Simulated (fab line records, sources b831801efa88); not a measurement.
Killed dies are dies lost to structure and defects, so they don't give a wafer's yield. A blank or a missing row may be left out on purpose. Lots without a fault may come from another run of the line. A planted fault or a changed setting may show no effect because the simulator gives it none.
Which tool did it? | flow gf180mcu | 14 lots, 42 wafers sampled, at 3 steps of a route of 602

WHAT THE GAUGES READ, wafer by wafer
GF_SAB_CD_MEAS_09: target cd 420 nm.
lot  | measured     | on        | cd_nm (nm)
L684 | day 15 02:15 | cd_sem-01 | 418.7 413.9 416.6
L685 | day 15 12:21 | cd_sem-01 | 422.1 422.2 421.9
L686 | day 15 20:20 | cd_sem-02 | 418.3 418.1 418.3
L694 | day 18 16:02 | cd_sem-02 | 420.7 419.4 421.1
L697 | day 20 07:47 | cd_sem-02 | 421.5 420.1 421.6
L699 | day 20 15:01 | cd_sem-02 | 417.6 417.6 418.1
L700 | day 20 22:23 | cd_sem-01 | 421.1 421.5 419.9
L701 | day 21 07:30 | cd_sem-01 | 417.8 414.5 415.9
L702 | day 21 12:42 | cd_sem-02 | 419.7 420.8 421.5
L703 | day 21 20:33 | cd_sem-01 | 421.0 425.3 422.5
L704 | day 22 07:36 | cd_sem-01 | 418.6 419.4 418.8
L705 | day 22 16:23 | cd_sem-02 | 423.1 423.9 422.1

WHICH TOOL RAN EACH LOT (tool, then ch and the chambers of the sampled wafers, then the start)
lot  | GF_STI_EXPOSE_09                 | GF_POLY_GATE_STRIP_14
L684 | krf_scanner-02 ch 0, day 1 20:14 | plasma_asher-04 ch 1, day 9 05:25
L685 | krf_scanner-01 ch 0, day 2 01:03 | plasma_asher-01 ch 0,1, day 9 10:26
L686 | krf_scanner-02 ch 0, day 2 05:29 | plasma_asher-03 ch 0,1, day 9 18:04
L687 | krf_scanner-01, day 2 10:50      | -
L688 | krf_scanner-01, day 2 15:19      | -
L694 | krf_scanner-01 ch 0, day 3 22:27 | plasma_asher-01 ch 0,1, day 12 01:54
L697 | krf_scanner-01 ch 0, day 4 14:44 | plasma_asher-01 ch 0,1, day 13 09:09
L699 | krf_scanner-02 ch 0, day 4 23:38 | plasma_asher-01 ch 0,1, day 13 17:25
L700 | krf_scanner-01 ch 0, day 5 04:43 | plasma_asher-01 ch 0,1, day 13 22:23
L701 | krf_scanner-01 ch 0, day 5 09:58 | plasma_asher-01 ch 0,1, day 14 05:19
L702 | krf_scanner-01 ch 0, day 5 14:59 | plasma_asher-04 ch 0,1, day 14 11:39
L703 | krf_scanner-02 ch 0, day 5 20:28 | plasma_asher-04 ch 0,1, day 14 18:52
L704 | krf_scanner-01 ch 0, day 6 00:50 | plasma_asher-03 ch 0,1, day 15 03:43
L705 | krf_scanner-01 ch 0, day 6 06:01 | plasma_asher-01 ch 0,1, day 15 12:57
- GF_STI_EXPOSE_09: exposes mask COMP, target cd 220 nm.
- GF_POLY_GATE_STRIP_14: strips in O2/N2.

WHAT THE TOOLS THEMSELVES READ (means of the sampled wafers that have a number; where no wafer has one, the mark that the record gives instead)
GF_STI_EXPOSE_09.
lot  | tool           | exposure_dose_mJ_cm2 | focus_offset_nm (nm)
L684 | krf_scanner-02 | 28.035               | -0.2
L685 | krf_scanner-01 | 28.010               | 0.0
L686 | krf_scanner-02 | 28.015               | -0.7
L687 | krf_scanner-01 | -                    | -
L688 | krf_scanner-01 | -                    | -
L694 | krf_scanner-01 | 28.008               | -0.1
L697 | krf_scanner-01 | 27.937               | -0.2
L699 | krf_scanner-02 | 27.982               | -0.5
L700 | krf_scanner-01 | 27.975               | -0.1
L701 | krf_scanner-01 | 27.970               | -0.1
L702 | krf_scanner-01 | 27.974               | -0.2
L703 | krf_scanner-02 | 27.966               | 0.1
L704 | krf_scanner-01 | 27.985               | 0.1
L705 | krf_scanner-01 | 27.993               | -0.2

GF_POLY_GATE_STRIP_14.
lot  | tool            | drypump_motor_current_A (A) | heater_power_w (W) | o2_flow_sccm (sccm) | oes_product_au (a.u.)
L684 | plasma_asher-04 | 4.8                         | 311                | 3001                | 0.506
L685 | plasma_asher-01 | 5.2                         | 350                | 3002                | 0.510
L686 | plasma_asher-03 | 5.9                         | 325                | 3005                | 0.502
L694 | plasma_asher-01 | 5.1                         | 360                | 2997                | 0.507
L697 | plasma_asher-01 | 5.2                         | 356                | 3009                | 0.500
L699 | plasma_asher-01 | 5.2                         | 354                | 3007                | 0.507
L700 | plasma_asher-01 | 5.2                         | 352                | 2999                | 0.506
L701 | plasma_asher-01 | 5.2                         | 356                | 3006                | 0.505
L702 | plasma_asher-04 | 5.0                         | 314                | 2993                | 0.506
L703 | plasma_asher-04 | 5.0                         | 313                | 3004                | 0.509
L704 | plasma_asher-03 | 5.7                         | 332                | 3001                | 0.502
L705 | plasma_asher-01 | 5.1                         | 362                | 2993                | 0.507

THE ANSWER, worked out from the rows above alone
Rule: what is usual is taken from the lots themselves. Put in order of their means at a reading, lots are off if they are a third of the lots or fewer, leave a main group of 4 or more, and stand apart from it by a gap of 3 or more times the standard deviation of the main group's means; of several such gaps the widest counts. A main group whose means are all the same, to the digits that the tables above print for the reading, isn't used. A lot without any number at a reading at which 4 lots or more have one is off too. The other lots that the step has rows for count as sound. The gauges are gone through in route order, then the tools' own readings, and for those a lot's mean is taken as printed above. The first step at which some lot is off is used, and at that step the reading that is off furthest; a lot without a number counts as furthest.
Off: L687, L688, at GF_STI_EXPOSE_09 (exposure_dose_mJ_cm2). Without a number there: L687, L688. The main group: mean 27.988, standard deviation 0.025.
A tool fits if, at that step or a process step before it, it ran every lot that is off, and no sound lot after the first of them. None of those tried fits.

WHAT THE SIMULATOR HAD PUT IN
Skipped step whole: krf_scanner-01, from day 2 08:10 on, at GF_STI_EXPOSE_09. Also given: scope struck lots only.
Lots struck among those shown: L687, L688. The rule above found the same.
